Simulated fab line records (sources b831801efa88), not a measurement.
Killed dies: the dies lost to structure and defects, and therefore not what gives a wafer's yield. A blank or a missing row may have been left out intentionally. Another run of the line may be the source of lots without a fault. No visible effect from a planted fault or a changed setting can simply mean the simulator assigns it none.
2 desks, one fault | flow sky130 | numbers are kept per desk, each desk with only its own; the story behind them comes last

== METROLOGY DESK ==
Lot by lot, what the gauges showed, no matter which tool ran the lot: averages of those sampled wafers that carry a number. Any lot whose mean is over 4 standard deviations away from the usual mean is out of limits and marked OUT; that distance is given in the brackets.
Columns: A = SD_P_TW at SKY_SD_P_TW_MEAS_11, usual 2821
lot  | first seen here | A
L455 | day 26 12:48    | 2795
L454 | day 26 14:36    | 2836
L457 | day 26 15:51    | 2803
L458 | day 26 23:44    | 2820
L459 | day 27 09:56    | 2813
L460 | day 27 17:25    | 2791
L461 | day 28 01:50    | 2843
L462 | day 28 14:53    | 2787
L466 | day 29 20:05    | 2838
L474 | day 32 22:11    | 2821
L475 | day 32 23:59    | 2783
L477 | day 33 09:45    | 2874
This desk's finding: nothing out of limits on any of the 12 lots.

== FOR THE TOOL OWNER'S DESK: litho track-03 ==
The tool's own readings at SKY_DNWELL_COAT_02 (resist thk 3000 nm): means of the sampled wafers that have a number, for each lot that ran on this tool. Any lot whose mean is over 4 standard deviations away from the usual mean is out of limits and marked OUT; that distance is given in the brackets.
Columns: A = dispense pressure kPa at SKY_DNWELL_COAT_02, usual 49 kPa
lot  | first seen here | A
L454 | day 3 11:59     | 49
L455 | day 3 12:37     | 49
L458 | day 3 21:25     | 49
L460 | day 4 05:40     | 49
L461 | day 4 10:13     | 49
L462 | day 4 16:40     | 49
L466 | day 5 13:41     | 49
L477 | day 8 05:10     | 49
This desk's finding: nothing out of limits on any of the 8 lots.

== TAKEN TOGETHER ==
The metrology desk saw nothing out of limits.
The tool owner's desk saw nothing out of limits.

== WHAT THE SIMULATOR PUT IN ==
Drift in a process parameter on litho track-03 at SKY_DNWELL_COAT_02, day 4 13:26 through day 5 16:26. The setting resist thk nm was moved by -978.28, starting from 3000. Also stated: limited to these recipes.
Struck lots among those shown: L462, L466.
